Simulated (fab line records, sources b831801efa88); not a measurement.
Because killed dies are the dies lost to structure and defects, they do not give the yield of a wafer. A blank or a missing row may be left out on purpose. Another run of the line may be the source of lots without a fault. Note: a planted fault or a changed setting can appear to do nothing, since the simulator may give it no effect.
What tool caused it? :: flow sky130 :: Sampling: 10 lots, 29 wafers, 4 of 708 route steps

WHAT EACH GAUGE READ, for each wafer
SKY_METAL2_RS_MEAS_05: measures by four-point-probe.
lot: L612
measured: day 34 14:02
on: filmMetro-02
METAL2_ALCU_RS (ohm/sq): 0.1263 0.1260 0.1248

lot: L615
measured: day 35 10:31
on: filmMetro-04
METAL2_ALCU_RS (ohm/sq): 0.1287 0.1270 0.1274

lot: L614
measured: day 35 13:37
on: filmMetro-01
METAL2_ALCU_RS (ohm/sq): 0.1265 0.1255 0.1273

lot: L618
measured: day 36 05:50
on: filmMetro-02
METAL2_ALCU_RS (ohm/sq): 0.1331 0.1325 0.1324

lot: L620
measured: day 36 18:53
on: filmMetro-01
METAL2_ALCU_RS (ohm/sq): 0.1335 0.1333

lot: L622
measured: day 37 16:06
on: filmMetro-04
METAL2_ALCU_RS (ohm/sq): 0.1255 0.1258 0.1266

lot: L623
measured: day 38 01:01
on: filmMetro-02
METAL2_ALCU_RS (ohm/sq): 0.1265 0.1259 0.1263

lot: L624
measured: day 38 03:44
on: filmMetro-04
METAL2_ALCU_RS (ohm/sq): 0.1264 0.1267 0.1258

lot: L630
measured: day 40 01:05
on: filmMetro-02
METAL2_ALCU_RS (ohm/sq): 0.1266 0.1258 0.1259

lot: L635
measured: day 41 03:58
on: filmMetro-01
METAL2_ALCU_RS (ohm/sq): 0.1258 0.1262 0.1250

WHAT TOOL EACH LOT RAN ON (gives the tool, then ch and the chambers of the sampled wafers, and finally the start)
lot: L612
SKY_VIA1_ETCH_15: rieDiel-03 ch 1,2,3, day 34 12:35
SKY_METAL2_SPUTTER_01: pvdSputter-01, day 34 13:55
SKY_METAL2_SPUTTER_02: pvdSputter-01, day 34 13:56

lot: L615
SKY_VIA1_ETCH_15: rieDiel-03 ch 0,3, day 35 09:01
SKY_METAL2_SPUTTER_01: pvdSputter-01, day 35 10:19
SKY_METAL2_SPUTTER_02: pvdSputter-01, day 35 10:21

lot: L614
SKY_VIA1_ETCH_15: rieDiel-03 ch 0,2, day 35 12:10
SKY_METAL2_SPUTTER_01: pvdSputter-01, day 35 13:31
SKY_METAL2_SPUTTER_02: pvdSputter-01, day 35 13:32

lot: L618
SKY_VIA1_ETCH_15: rieDiel-03 ch 0,1,2, day 36 04:23
SKY_METAL2_SPUTTER_01: pvdSputter-01, day 36 05:43
SKY_METAL2_SPUTTER_02: pvdSputter-01, day 36 05:44

lot: L620
SKY_VIA1_ETCH_15: rieDiel-01 ch 0,1, day 36 17:27
SKY_METAL2_SPUTTER_01: pvdSputter-01, day 36 18:45
SKY_METAL2_SPUTTER_02: pvdSputter-01, day 36 18:47

lot: L622
SKY_VIA1_ETCH_15: rieDiel-03 ch 1,2, day 37 14:41
SKY_METAL2_SPUTTER_01: pvdSputter-03, day 37 15:59
SKY_METAL2_SPUTTER_02: pvdSputter-03, day 37 16:01

lot: L623
SKY_VIA1_ETCH_15: rieDiel-03 ch 0,2,3, day 37 23:35
SKY_METAL2_SPUTTER_01: pvdSputter-04, day 38 00:53
SKY_METAL2_SPUTTER_02: pvdSputter-04, day 38 00:55

lot: L624
SKY_VIA1_ETCH_15: rieDiel-04 ch 0,1,2, day 38 02:16
SKY_METAL2_SPUTTER_01: pvdSputter-03, day 38 03:36
SKY_METAL2_SPUTTER_02: pvdSputter-03, day 38 03:37

lot: L630
SKY_VIA1_ETCH_15: rieDiel-03 ch 1,2, day 39 23:34
SKY_METAL2_SPUTTER_01: pvdSputter-03, day 40 00:57
SKY_METAL2_SPUTTER_02: pvdSputter-03, day 40 00:58

lot: L635
SKY_VIA1_ETCH_15: rieDiel-04 ch 0,1,3, day 41 02:08
SKY_METAL2_SPUTTER_01: pvdSputter-04, day 41 03:49
SKY_METAL2_SPUTTER_02: pvdSputter-04, day 41 03:50
- SKY_VIA1_ETCH_15: etches SiO2 in C4F8/O2/Ar, stops on TiN, target depth 351 nm, time 54 s.
- SKY_METAL2_SPUTTER_01: material TiN, target thk 20 nm, time 16.7 s.
- SKY_METAL2_SPUTTER_02: material AlCu, target thk 250 nm, time 13.3 s.

THE ANSWER, worked out from the rows above alone
Rule: what is usual is taken from the lots themselves. The widest of any qualifying gaps counts: lots, ordered by their means at a reading, are off when they make up no more than a third of the lots, leave a main group of 4 or more, and stand apart from it by 3 or more times the standard deviation of that group's means. A main group is skipped when, at the precision printed for the reading in the tables above, its means are all equal. A lot without any number at a reading at which 4 lots or more have one is off too. The other lots that the step has rows for count as sound.
Off: L618, L620, seen at SKY_METAL2_RS_MEAS_05 (METAL2_ALCU_RS). The main group: mean 0.1263 ohm/sq, standard deviation 0.0006.
A tool fits if, at a process step before that reading, it ran every lot that is off, and no sound lot after the first of them. Those tools and the gauges at SKY_METAL2_RS_MEAS_05 are tried in the same way. One fits: pvdSputter-01 at SKY_METAL2_SPUTTER_01 and SKY_METAL2_SPUTTER_02. At SKY_METAL2_SPUTTER_01 its last sound lot is L614 (day 35 13:31), its first lot that is off L618 (day 36 05:43): a fault that began between those two fits.

WHAT THE SIMULATOR HAD PUT IN
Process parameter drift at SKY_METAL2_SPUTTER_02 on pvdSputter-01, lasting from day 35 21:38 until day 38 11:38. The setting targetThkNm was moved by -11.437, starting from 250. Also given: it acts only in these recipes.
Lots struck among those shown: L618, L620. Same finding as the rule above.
